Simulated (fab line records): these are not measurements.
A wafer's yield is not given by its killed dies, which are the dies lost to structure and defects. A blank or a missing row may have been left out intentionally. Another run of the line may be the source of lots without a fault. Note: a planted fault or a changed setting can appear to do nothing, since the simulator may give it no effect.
One fault through the eyes of 2 desks || flow sky130 || each desk has only its own numbers; what lay behind them comes last

== METROLOGY DESK ==
Means of the sampled wafers that have a number, per lot and without regard to the tool the lot ran on: this is what the gauges read. The brackets show how far a lot's mean lies from the usual mean; more than 4 standard deviations puts the lot out of limits, marked OUT.
Columns: A = POLY_GATE_OVL at SKY_POLY_GATE_OVL_MEAS_14, usual -2 nm; B = RES_XHIGH_TW at SKY_RES_XHIGH_TW_MEAS_09, usual 1638
{"lot": "L291", "first seen here": "day 16 18:26", "A": 5, "B": 1621}
{"lot": "L293", "first seen here": "day 17 06:15", "A": -1, "B": 1653}
{"lot": "L295", "first seen here": "day 18 02:37", "A": -8, "B": 1638}
{"lot": "L297", "first seen here": "day 18 18:35", "A": -5, "B": 1646}
{"lot": "L298", "first seen here": "day 18 18:49", "A": 3, "B": 1615}
{"lot": "L306", "first seen here": "day 21 19:03", "A": -6, "B": "30 (-99 or more) OUT"}
{"lot": "L304", "first seen here": "day 21 19:20", "A": -1, "B": "30 (-99 or more) OUT"}
{"lot": "L305", "first seen here": "day 21 19:28", "A": 0, "B": "30 (-99 or more) OUT"}
{"lot": "L307", "first seen here": "day 22 04:50", "A": -4, "B": 1644}
{"lot": "L309", "first seen here": "day 23 01:13", "A": -2, "B": 1614}
{"lot": "L308", "first seen here": "day 23 01:20", "A": -2, "B": 1640}
{"lot": "L310", "first seen here": "day 23 10:31", "A": -0, "B": 1616}
{"lot": "L312", "first seen here": "day 24 04:46", "A": -4, "B": 1632}
{"lot": "L314", "first seen here": "day 24 09:41", "A": 3, "B": 1640}
{"lot": "L313", "first seen here": "day 24 10:56", "A": 1, "B": 1625}
This desk's finding: out of limits on L304, L305, L306; first on L306, day 31 16:50 (RES_XHIGH_TW at SKY_RES_XHIGH_TW_MEAS_09). L291, L293, L295, L297, L298, L307, L309, L308, L310, L312, L314, L313: within limits.

== AT THE TOOL OWNER'S DESK: iline stepper-01 ==
The tool's own readings at SKY_RES_XHIGH_EXPOSE_04 (exposes mask URPM, target cd 1270 nm): means of the sampled wafers that have a number, for each lot that ran on this tool. The brackets show how far a lot's mean lies from the usual mean; more than 4 standard deviations puts the lot out of limits, marked OUT.
Columns: A = exposure dose mJ cm2 at SKY_RES_XHIGH_EXPOSE_04, usual 139.98; B = focus offset nm at SKY_RES_XHIGH_EXPOSE_04, usual 0.1 nm
{"lot": "L293", "first seen here": "day 26 22:46", "A": 140.14, "B": -0.2}
{"lot": "L297", "first seen here": "day 28 11:15", "A": 140.08, "B": 0.7}
{"lot": "L313", "first seen here": "day 33 12:17", "A": 140.04, "B": -0.1}
This desk found nothing out of limits on any of the 3 lots.

== ALL TOGETHER ==
An alarm was possible from the metrology desk at day 31 16:50, on L304, L305, L306.
Nothing out of limits was seen by the tool owner's desk.
The tool owner's desk has no number on record for L304, L305, L306.
All the named lots went through SKY_RES_XHIGH_EXPOSE_04 on iline stepper-01.

== WHAT HAD BEEN PUT IN BY THE SIMULATOR ==
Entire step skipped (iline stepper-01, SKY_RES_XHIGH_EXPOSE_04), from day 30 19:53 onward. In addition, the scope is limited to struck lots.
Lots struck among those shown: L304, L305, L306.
Per desk, hours elapsed from the start of the fault to the first reading out of limits: for the metrology desk, 21.
